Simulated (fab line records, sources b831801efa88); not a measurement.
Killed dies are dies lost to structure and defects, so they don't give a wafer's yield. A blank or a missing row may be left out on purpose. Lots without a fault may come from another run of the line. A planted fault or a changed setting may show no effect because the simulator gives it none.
A struck lot beside a sound one | flow sky130 | 24 steps out of a route of 708
Sound: wafers L230.2, L230.5, L230.6. Struck: wafers L225.1, L225.4, L225.5. The cause comes at the end.
At each step with rows: each side's tool, then ch and its chambers, then its first start. Under that, the readings that differ: sound wafers | struck wafers | difference of the means | sigmas: that difference in standard deviations of wafers without a fault.
alike: readings whose means differ by less than 2 such deviations, and words and numbers that are the same on both sides. not compared: withheld readings, readings that some wafer has no value for, bounds like >300 that may hide the same value, and numbers for which the record gives no deviation and whose values overlap.
The two part at a step that has a row with sigmas, a row that says differs or no value, or rows on one side only. Numbers that don't overlap but have no deviation are shown without sigmas and don't part them. A reading that every wafer of one side lacks parts them only if that side has two wafers or more.

SKY_LI_CONTACT_SPUTTER_19: material Ti, target thk 20 nm, time 106.37 s.
  sound on pvd_sputter-02, day 35 22:54; struck on pvd_sputter-04, day 33 05:23
  alike: throttle_valve_pct
SKY_LI_CONTACT_SPUTTER_20: material TiN, target thk 20 nm, time 80 s.
  sound on pvd_sputter-02, day 35 22:58; struck on pvd_sputter-04, day 33 05:28
  alike: throttle_valve_pct
then, 1 step without rows for these wafers: SKY_LI_CONTACT_CVD_21 (deposits W, target thk 400 nm, time 120.56 s).
SKY_LI_CONTACT_RS_MEAS_22: measures by four-point-probe.
  sound on film_metro-01, day 35 23:11; struck on film_metro-03, day 33 05:38
  alike: LI_CONTACT_W_RS
SKY_LI_CONTACT_THK_MEAS_23: measures by xrf.
  sound on film_metro-01, day 35 23:17; struck on film_metro-03, day 33 05:46
  alike: LI_CONTACT_W_THK
SKY_LI_CONTACT_CMP_24: polishes, stops on PSG, t overpolish 20 s, target thk 0 nm.
  sound on cmp-01 ch 1,2,3, day 35 23:26; struck on cmp-02 ch 0,2, day 33 05:52
  alike: head_pressure_psi, motor_current_A, overpolish_run_s, time_to_endpoint_s
SKY_LOCAL_INTERCONNECT_SPUTTER_00: material TiN, target thk 100 nm, time 83.3 s.
  sound on pvd_sputter-04, day 35 23:38; struck on pvd_sputter-04, day 33 06:07
  alike: throttle_valve_pct
SKY_LOCAL_INTERCONNECT_RS_MEAS_01: measures by four-point-probe.
  sound on film_metro-04, day 35 23:43; struck on film_metro-03, day 33 06:11
  alike: LOCAL_INTERCONNECT_TIN_RS
SKY_LOCAL_INTERCONNECT_THK_MEAS_02: measures by xrf.
  sound on film_metro-04, day 35 23:50; struck on film_metro-03, day 33 06:18
  alike: LOCAL_INTERCONNECT_TIN_THK
then, 3 steps without rows for these wafers: SKY_LOCAL_INTERCONNECT_DEHYDRATE_03 (time 60 s); SKY_LOCAL_INTERCONNECT_HMDS_04 (prime time 60 s); SKY_LOCAL_INTERCONNECT_COAT_05 (resist thk 60 nm).
SKY_LOCAL_INTERCONNECT_COAT_06: resist thk 450 nm.
  sound on litho_track-02 ch 0, day 36 12:00; struck on litho_track-03 ch 0, day 33 18:00
  reading                                                   | sound                | struck               | difference | sigmas
  spin_speed_rpm (rpm)                                      | 2999.1 2996.8 2998.8 | 3196.0 3196.8 3195.9 | +198.0     | +99 or more
  model.KrF-thick_of_LOCAL_INTERCONNECT_COAT_06.thk_nm (nm) | 449.1 449.3 449.1    | 435.9 436.4 436.4    | -12.9      |
then, 4 steps without rows for these wafers: SKY_LOCAL_INTERCONNECT_SOFTBAKE_07 (time 90 s); SKY_LOCAL_INTERCONNECT_EXPOSE_08 (exposes mask LI1M, target cd 170 nm); SKY_LOCAL_INTERCONNECT_PEB_09; SKY_LOCAL_INTERCONNECT_DEVELOP_10 (develop time 60 s).
SKY_LOCAL_INTERCONNECT_CD_MEAS_11: target cd 170 nm.
  sound on cd_sem-02, day 37 02:04; struck on cd_sem-02, day 34 08:57
  alike: cd_nm
SKY_LOCAL_INTERCONNECT_OVL_MEAS_12:
  sound on overlay-02, day 37 02:11; struck on overlay-01, day 34 09:04
  alike: LOCAL_INTERCONNECT_OVL
SKY_LOCAL_INTERCONNECT_ETCH_13: etches BARC in N2/H2, stops on SiO2, time 45.9 s, target depth 60 nm.
  sound on rie_metal-02 ch 0,1, day 37 02:13; struck on rie_metal-04 ch 0, day 34 09:07
  alike: drypump_motor_current_A, h2_flow_sccm, he_backside_leak_sccm, oes_product_au, throttle_valve_pct
  not compared: rf_hours_counter_h
SKY_LOCAL_INTERCONNECT_METAL_ETCH_14: etches TiN in Cl2/BCl3, stops on PSG, target depth 110 nm, time 31.4 s.
  sound on rie_metal-02 ch 0,1, day 37 02:16; struck on rie_metal-04 ch 0, day 34 09:10
  reading                                                   | sound             | struck          | difference | sigmas
  model.KrF-thick_of_LOCAL_INTERCONNECT_COAT_06.thk_nm (nm) | 348.4 345.3 348.3 | 335 335.4 336.1 | -12        |
  alike: drypump_motor_current_A, he_backside_leak_sccm, oes_product_au, throttle_valve_pct
  not compared: rf_hours_counter_h
SKY_LOCAL_INTERCONNECT_STRIP_15: strips in O2/N2.
  sound on plasma_asher-02 ch 0,1, day 37 02:19; struck on plasma_asher-03 ch 0,1, day 34 09:13
  reading                      | sound             | struck            | difference | sigmas
  strip_time_to_endpoint_s (s) | 4.703 4.680 4.722 | 4.596 4.589 4.601 | -0.106     | -5
  alike: drypump_motor_current_A, oes_product_au
  not compared: rf_hours_counter_h
then, 2 steps without rows for these wafers: SKY_LOCAL_INTERCONNECT_STRIP_16 (strips in post etch residue remover, time 1200 s); SKY_PAD_OPEN_PROBE_99.

WHERE THEY PART
First at SKY_LOCAL_INTERCONNECT_COAT_06; last, within this record, at SKY_LOCAL_INTERCONNECT_STRIP_15.

WHY: what the simulator had put in
Process parameter drift: litho_track-03, from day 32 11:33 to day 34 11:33, at SKY_LOCAL_INTERCONNECT_COAT_06. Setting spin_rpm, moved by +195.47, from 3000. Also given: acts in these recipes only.
